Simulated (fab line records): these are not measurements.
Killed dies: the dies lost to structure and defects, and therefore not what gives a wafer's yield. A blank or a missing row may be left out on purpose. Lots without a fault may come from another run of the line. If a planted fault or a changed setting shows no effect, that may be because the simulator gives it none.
Which of the tools did it? ; flow sky130 ; 11 lots with 33 wafers sampled at 4 steps, on a route of 708 steps

== WHAT THE GAUGES SHOWED, per wafer ==
SKY_VT_ADJUST_HVTP_TW_MEAS_11.
lot;measured;on;VT_ADJUST_HVTP_TW
L930;day 6 19:59;film-metro-04;1356 1358 1358
L931;day 7 04:51;film-metro-03;1373 1370 1372
L934;day 7 22:07;film-metro-04;1516 1521 1521 1521 1523 1524
L935;day 8 04:42;film-metro-02;1543 1548 1545 1550 1553 1543
L941;day 9 18:04;film-metro-04;1362 1359 1357
L944;day 10 15:05;film-metro-02;1374 1378 1386
L945;day 10 19:54;film-metro-03;1367 1362 1369
L946;day 11 05:00;film-metro-03;1361 1366 1365
L947;day 11 12:29;film-metro-03;1368 1352 1365
L949;day 11 22:41;film-metro-04;1361 1364 1364
L950;day 12 04:07;film-metro-04;1353 1356 1347

== WHICH TOOL RAN EACH LOT (tool, then ch and the chambers of the sampled wafers, then the start) ==
lot;SKY_PWDE_STRIP_09;SKY_NWELL_STRIP_14;SKY_VT_ADJUST_HVTP_IMPLANT_09
L930;plasma-asher-01 ch 0,1, day 4 11:35;plasma-asher-01 ch 0,1, day 5 05:47;implanter-04 ch 0, day 6 19:44
L931;plasma-asher-01 ch 0,1, day 4 20:16;plasma-asher-02 ch 1, day 5 14:58;implanter-04 ch 0, day 7 04:36
L934;plasma-asher-03 ch 0,1, day 5 12:37;plasma-asher-03 ch 0,1, day 6 06:45;implanter-04 ch 0, day 7 21:54
L935;plasma-asher-04 ch 0,1, day 5 16:58;plasma-asher-02 ch 0,1, day 6 12:02;implanter-04 ch 0, day 8 04:27
L941;plasma-asher-03 ch 0,1, day 7 02:31;plasma-asher-03 ch 0,1, day 7 22:16;implanter-01 ch 0, day 9 17:51
L944;plasma-asher-01 ch 0,1, day 7 20:53;plasma-asher-02 ch 0,1, day 8 18:43;implanter-01 ch 0, day 10 14:50
L945;plasma-asher-04 ch 1, day 8 03:23;plasma-asher-01 ch 0, day 9 00:40;implanter-01 ch 0, day 10 19:39
L946;plasma-asher-03 ch 0,1, day 8 10:31;plasma-asher-02 ch 0,1, day 9 08:07;implanter-01 ch 0, day 11 04:45
L947;plasma-asher-01 ch 0,1, day 8 15:28;plasma-asher-01 ch 0,1, day 9 13:58;implanter-04 ch 0, day 11 12:10
L949;plasma-asher-04 ch 0, day 9 02:46;plasma-asher-01 ch 0,1, day 10 01:16;implanter-04 ch 0, day 11 22:26
L950;plasma-asher-04 ch 0,1, day 9 06:14;plasma-asher-01 ch 0,1, day 10 05:20;implanter-03 ch 0, day 12 03:52
- SKY_PWDE_STRIP_09: strips in O2/N2.
- SKY_NWELL_STRIP_14: strips in O2/N2.
- SKY_VT_ADJUST_HVTP_IMPLANT_09

== THE ANSWER, worked out from the rows above alone ==
Rule: what is usual is taken from the lots themselves. Put in order of their means at a reading, lots are off if they are a third of the lots or fewer, leave a main group of 4 or more, and stand apart from it by a gap of 3 or more times the standard deviation of the main group's means; of several such gaps the widest counts. The tables above print the reading to a certain number of digits; a main group whose means all agree to those digits is not used. Also off: a lot with no number at a reading for which 4 or more lots have one. The other lots that the step has rows for count as sound.
Off: at SKY_VT_ADJUST_HVTP_TW_MEAS_11 (VT_ADJUST_HVTP_TW), L934, L935. The main group: mean 1364, standard deviation 7.6.
A tool fits if, at a process step before that reading, it ran every lot that is off, and no sound lot after the first of them. Those tools and the gauges at SKY_VT_ADJUST_HVTP_TW_MEAS_11 are tried in the same way. None of those tried fits.

== WHAT THE SIMULATOR HAD INSERTED ==
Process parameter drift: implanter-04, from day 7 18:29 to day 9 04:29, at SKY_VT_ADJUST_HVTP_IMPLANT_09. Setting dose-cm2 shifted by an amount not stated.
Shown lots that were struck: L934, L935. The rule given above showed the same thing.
